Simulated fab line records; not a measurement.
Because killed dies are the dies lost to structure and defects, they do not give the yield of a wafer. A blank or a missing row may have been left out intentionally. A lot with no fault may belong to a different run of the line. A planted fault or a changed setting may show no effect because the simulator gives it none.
What tool caused it? | flow sky130 | 24 lots, 72 wafers sampled, at 5 steps of a route of 708

## WHAT THE GAUGES SHOWED, per wafer
SKY_FIELD_ISO_THK_MEAS_25. Usual: for FIELD_ISO_CVD_24_THK the level is 593 nm and the standard deviation is 8.8.
lot  | measured    | on           | FIELD_ISO_CVD_24_THK (nm) | flag
L074 | day 2 05:56 | filmMetro-03 | 597 591 598               | 
L075 | day 2 11:50 | filmMetro-03 | 590 598 578               | 
L076 | day 2 16:48 | filmMetro-03 | 583 576 587               | 
L077 | day 3 01:19 | filmMetro-02 | 602 588 597               | 
L078 | day 3 07:26 | filmMetro-04 | 594 596 605               | 
L079 | day 3 11:15 | filmMetro-02 | 577 592 592               | 
L080 | day 3 15:53 | filmMetro-04 | 596 602 608               | 
L081 | day 3 22:44 | filmMetro-04 | 602 607 605               | 
L082 | day 4 01:38 | filmMetro-03 | 593 594 611               | 
L083 | day 4 06:59 | filmMetro-03 | 592 600 602               | 
L084 | day 4 13:53 | filmMetro-03 | 595 600 591               | 
L085 | day 4 17:32 | filmMetro-02 | 579 594 597               | 
L086 | day 4 21:56 | filmMetro-04 | 585 587 579               | 
L087 | day 5 05:31 | filmMetro-04 | 589 598 594               | 
L088 | day 5 10:19 | filmMetro-04 | 585 598 600               | 
L089 | day 5 13:20 | filmMetro-04 | 594 597 598               | 
L090 | day 5 20:52 | filmMetro-03 | 592 574 593               | 
L091 | day 5 23:17 | filmMetro-04 | 570 602 589               | 
L092 | day 6 07:32 | filmMetro-02 | 598 602 594               | 
L093 | day 6 11:28 | filmMetro-04 | 594 590 587               | 
L094 | day 6 16:26 | filmMetro-03 | 595 597 586               | 
L095 | day 6 19:55 | filmMetro-03 | 600 594 580               | 
L096 | day 7 03:56 | filmMetro-03 | 573 599 594               | 
L097 | day 7 08:56 | filmMetro-04 | 588 584 594               | 

SKY_POLY_GATE_OVL_MEAS_14. Usual: for POLY_GATE_OVL the level is -1 nm and the standard deviation is 6.8.
lot  | measured     | on         | POLY_GATE_OVL (nm) | flag
L074 | day 16 00:11 | overlay-02 | 12 3 8             | 
L075 | day 16 10:52 | overlay-02 | -4 1 -5            | 
L076 | day 16 18:44 | overlay-01 | 9 -11 -10          | 
L077 | day 19 00:48 | overlay-02 | 0 -8 -6            | 
L078 | day 19 01:09 | overlay-02 | 0 -14 -9           | 
L079 | day 18 20:00 | overlay-02 | 3 -4 -10           | 
L080 | day 19 06:32 | overlay-01 | -14 1 -7           | 
L081 | day 19 05:53 | overlay-02 | 7 -6 -6            | 
L082 | day 19 09:53 | overlay-01 | 0 9 -2             | 
L083 | day 21 02:00 | overlay-01 | -1 3 -7            | 
L084 | day 21 03:32 | overlay-01 | -8 2 -13           | 
L085 | day 21 03:41 | overlay-01 | 7 0 -4             | 
L086 | day 21 04:47 | overlay-01 | -2 9 6             | 
L087 | day 21 06:32 | overlay-01 | -1 -9 -5           | 
L088 | day 21 13:32 | overlay-02 | 7 -7 -4            | 
L089 | day 21 13:12 | overlay-02 | -10 -6 0           | 
L090 | day 22 03:29 | overlay-01 | 7 -8 1             | 
L091 | day 22 07:48 | overlay-02 | -2 -3 1            | 
L092 | day 22 17:54 | overlay-01 | -4 8 2             | 
L093 | day 23 10:50 | overlay-02 | -10 -11 -7         | 
L094 | day 23 08:05 | overlay-01 | 0 6 1              | 
L095 | day 23 12:35 | overlay-02 | 3 -9 -1            | 
L096 | day 24 07:08 | overlay-02 | 6 -1 9             | 
L097 | day 24 08:18 | overlay-02 | -4 -5 9            | 

SKY_CONTACT_THK_MEAS_01. Usual: for CONTACT_CVD_00_THK the level is 74.1 nm and the standard deviation is 1.1.
lot  | measured     | on           | CONTACT_CVD_00_THK (nm) | flag
L074 | day 30 06:43 | filmMetro-02 | 73.2 73.6 74.7          | 
L075 | day 30 09:48 | filmMetro-04 | 73.4 75.0 76.3          | 
L076 | day 30 19:35 | filmMetro-02 | 71.8 74.2 72.6          | 
L077 | day 32 18:17 | filmMetro-02 | 73.0 74.3 73.6          | 
L078 | day 32 18:27 | filmMetro-02 | 74.6 74.8 74.3          | 
L079 | day 32 14:03 | filmMetro-04 | 75.7 74.1 75.8          | 
L080 | day 32 21:10 | filmMetro-03 | 74.3 72.8 74.5          | 
L081 | day 32 18:52 | filmMetro-04 | 73.1 74.6 73.6          | 
L082 | day 33 03:47 | filmMetro-04 | 72.9 73.3 74.4          | 
L083 | day 34 13:08 | filmMetro-04 | 75.4 76.1 75.3          | 
L084 | day 34 14:14 | filmMetro-02 | 73.9 73.3 74.2          | 
L085 | day 34 18:46 | filmMetro-04 | 72.6 73.4 74.1          | 
L086 | day 34 16:38 | filmMetro-02 | 74.3 75.5 76.1          | 
L087 | day 34 19:13 | filmMetro-03 | 74.1 71.4 75.5          | 
L088 | day 35 02:19 | filmMetro-02 | 73.6 73.1 73.7          | 
L089 | day 35 01:39 | filmMetro-02 | 73.3 74.7 75.5          | 
L090 | day 35 12:15 | filmMetro-02 | 75.8 75.3 77.6          | 
L091 | day 35 16:13 | filmMetro-03 | 73.1 74.5 75.4          | 
L092 | day 36 01:38 | filmMetro-02 | 73.0 74.3 75.8          | 
L093 | day 36 17:14 | filmMetro-03 | 73.7 74.9 76.9          | 
L094 | day 36 13:02 | filmMetro-02 | 72.8 73.4 74.1          | 
L095 | day 36 18:51 | filmMetro-04 | 72.9 72.7 72.3          | 
L096 | day 37 09:49 | filmMetro-02 | 73.4 72.9 74.3          | 
L097 | day 37 10:40 | filmMetro-02 | 73.7 72.8 74.3          | 

## WHICH TOOL RAN EACH LOT (tool, then ch and the chambers of the sampled wafers, then the start)
lot  | SKY_POLY_CUT_ETCH_10              | SKY_CONTACT_CVD_00
L074 | rieDiel-04 ch 0,1,3, day 24 00:19 | pecvd-01 ch 0,1,2, day 30 06:35
L075 | rieDiel-03 ch 0,1,3, day 24 02:55 | pecvd-04 ch 0,2, day 30 09:45
L076 | rieDiel-04 ch 1,3, day 24 10:11   | pecvd-03 ch 1,2, day 30 19:32
L077 | rieDiel-03 ch 0,1,3, day 26 14:22 | pecvd-01 ch 0,2, day 32 18:14
L078 | rieDiel-01 ch 0,1, day 26 15:41   | pecvd-04 ch 1,2, day 32 18:25
L079 | rieDiel-01 ch 0,2,3, day 26 11:52 | pecvd-04 ch 0,1,2, day 32 14:01
L080 | rieDiel-03 ch 0,2,3, day 26 19:19 | pecvd-04 ch 0,1, day 32 21:07
L081 | rieDiel-01 ch 0,1,3, day 26 17:58 | pecvd-03 ch 0,2, day 32 18:49
L082 | rieDiel-03 ch 1,3, day 27 04:04   | pecvd-01 ch 1,2, day 33 03:44
L083 | rieDiel-03 ch 0,1, day 28 16:25   | pecvd-01 ch 0,1,2, day 34 13:05
L084 | rieDiel-04 ch 1,2, day 28 17:07   | pecvd-03 ch 0,1,2, day 34 14:11
L085 | rieDiel-03 ch 0,1,3, day 28 20:55 | pecvd-03 ch 0,1, day 34 18:43
L086 | rieDiel-03 ch 0,2, day 28 18:52   | pecvd-01 ch 0,1, day 34 16:34
L087 | rieDiel-01 ch 1,3, day 28 22:14   | pecvd-04 ch 1,2, day 34 19:11
L088 | rieDiel-04 ch 1,3, day 29 04:22   | pecvd-03 ch 0,1,2, day 35 02:17
L089 | rieDiel-01 ch 0,1, day 29 03:38   | pecvd-01 ch 0,1,2, day 35 01:37
L090 | rieDiel-03 ch 1,2, day 29 17:13   | pecvd-01 ch 0,2, day 35 12:13
L091 | rieDiel-01 ch 0,3, day 29 20:22   | pecvd-03 ch 0,2, day 35 16:11
L092 | rieDiel-04 ch 0,1,2, day 30 07:04 | pecvd-04 ch 0,1, day 36 01:35
L093 | rieDiel-03 ch 1,2,3, day 30 22:34 | pecvd-01 ch 1,2, day 36 17:12
L094 | rieDiel-03 ch 1,2, day 30 18:32   | pecvd-03 ch 0,2, day 36 12:59
L095 | rieDiel-01 ch 1,2,3, day 31 00:19 | pecvd-03 ch 0,1,2, day 36 18:49
L096 | rieDiel-04 ch 0,1,3, day 31 16:13 | pecvd-04 ch 1,2, day 37 09:47
L097 | rieDiel-01 ch 0,1,2, day 31 16:23 | pecvd-03 ch 0,1, day 37 10:38
- SKY_POLY_CUT_ETCH_10: etches BARC in N2/H2, stops on SiO2, time 45.9 s, target depth 60 nm.
- SKY_CONTACT_CVD_00: deposits Si3N4, target thk 75 nm.

## AS READ BY THE TOOLS THEMSELVES (means over the sampled wafers that have a number; for cases with no such wafer, the mark the record gives instead)
SKY_POLY_CUT_ETCH_10. Usual: drypumpMotorCurrentA 5.6 A, standard deviation 0.5; n2FlowSccm 100.1 sccm, standard deviation 0.33; oesProductAu 0.855 a.u., standard deviation 0.0046; throttleValvePct 13.226 %, standard deviation 0.0097.
lot  | tool       | drypumpMotorCurrentA (A) | n2FlowSccm (sccm) | oesProductAu (a.u.) | throttleValvePct (%) | flag
L074 | rieDiel-04 | 5.4                      | 100.1             | 0.852               | 13.225               | 
L075 | rieDiel-03 | 6.0                      | 100.3             | 0.856               | 13.232               | 
L076 | rieDiel-04 | 5.3                      | 100.3             | 0.854               | 13.230               | 
L077 | rieDiel-03 | 6.0                      | 100.1             | 0.854               | 13.223               | 
L078 | rieDiel-01 | 5.4                      | 100.0             | 0.860               | 13.228               | 
L079 | rieDiel-01 | 5.6                      | 100.2             | 0.855               | 13.228               | 
L080 | rieDiel-03 | 6.1                      | 99.9              | 0.860               | 13.226               | 
L081 | rieDiel-01 | 5.6                      | 100.1             | 0.850               | 13.232               | 
L082 | rieDiel-03 | 5.7                      | 100.3             | 0.855               | 13.234               | 
L083 | rieDiel-03 | 6.0                      | 99.7              | 0.858               | 13.230               | 
L084 | rieDiel-04 | 5.0                      | 99.6              | 0.854               | 13.224               | 
L085 | rieDiel-03 | 6.0                      | 100.0             | 0.863               | 13.221               | 
L086 | rieDiel-03 | 6.4                      | 100.4             | 0.857               | 13.224               | 
L087 | rieDiel-01 | 5.5                      | 100.3             | 0.855               | 13.221               | 
L088 | rieDiel-04 | 5.3                      | 100.0             | 0.854               | 13.218               | 
L089 | rieDiel-01 | 5.3                      | 99.9              | 0.856               | 13.228               | 
L090 | rieDiel-03 | 6.0                      | 100.0             | 0.858               | 13.229               | 
L091 | rieDiel-01 | 6.0                      | 100.0             | 0.856               | 13.223               | 
L092 | rieDiel-04 | 5.3                      | 100.2             | 0.856               | 13.227               | 
L093 | rieDiel-03 | 5.8                      | 100.4             | 0.853               | 13.234               | 
L094 | rieDiel-03 | 6.0                      | 100.2             | 0.856               | 13.229               | 
L095 | rieDiel-01 | 5.4                      | 99.8              | 0.853               | 13.218               | 
L096 | rieDiel-04 | 5.4                      | 100.0             | 0.854               | 13.217               | 
L097 | rieDiel-01 | 5.2                      | 100.3             | 0.860               | 13.220               | 

SKY_CONTACT_CVD_00. Usual: heaterPowerW reads 706 W (standard deviation 91).
lot  | tool     | heaterPowerW (W) | flag
L074 | pecvd-01 | 635              | 
L075 | pecvd-04 | 754              | 
L076 | pecvd-03 | 666              | 
L077 | pecvd-01 | 741              | 
L078 | pecvd-04 | 670              | 
L079 | pecvd-04 | 696              | 
L080 | pecvd-04 | 775              | 
L081 | pecvd-03 | 757              | 
L082 | pecvd-01 | 707              | 
L083 | pecvd-01 | 643              | 
L084 | pecvd-03 | 751              | 
L085 | pecvd-03 | 796              | 
L086 | pecvd-01 | 600              | 
L087 | pecvd-04 | 661              | 
L088 | pecvd-03 | 768              | 
L089 | pecvd-01 | 689              | 
L090 | pecvd-01 | 742              | 
L091 | pecvd-03 | 808              | 
L092 | pecvd-04 | 705              | 
L093 | pecvd-01 | 587              | 
L094 | pecvd-03 | 802              | 
L095 | pecvd-03 | 657              | 
L096 | pecvd-04 | 643              | 
L097 | pecvd-03 | 719              | 

## THE ANSWER, worked out from the rows above alone
Rule: lot off if the mean of its wafers having a number is beyond 3 standard deviations from the usual mean. A lot without any number at a reading at which 4 lots or more have one is off too. All remaining lots with rows at the step are treated as sound. First the gauges in route order, then the tools' own readings, where a lot's mean is used as printed above. The first step at which some lot is off is used, and at that step the reading that is off furthest; a lot without a number counts as furthest.
None of the lots is off at any reading shown; this tells nothing.

## WHAT WAS PUT IN BY THE SIMULATOR
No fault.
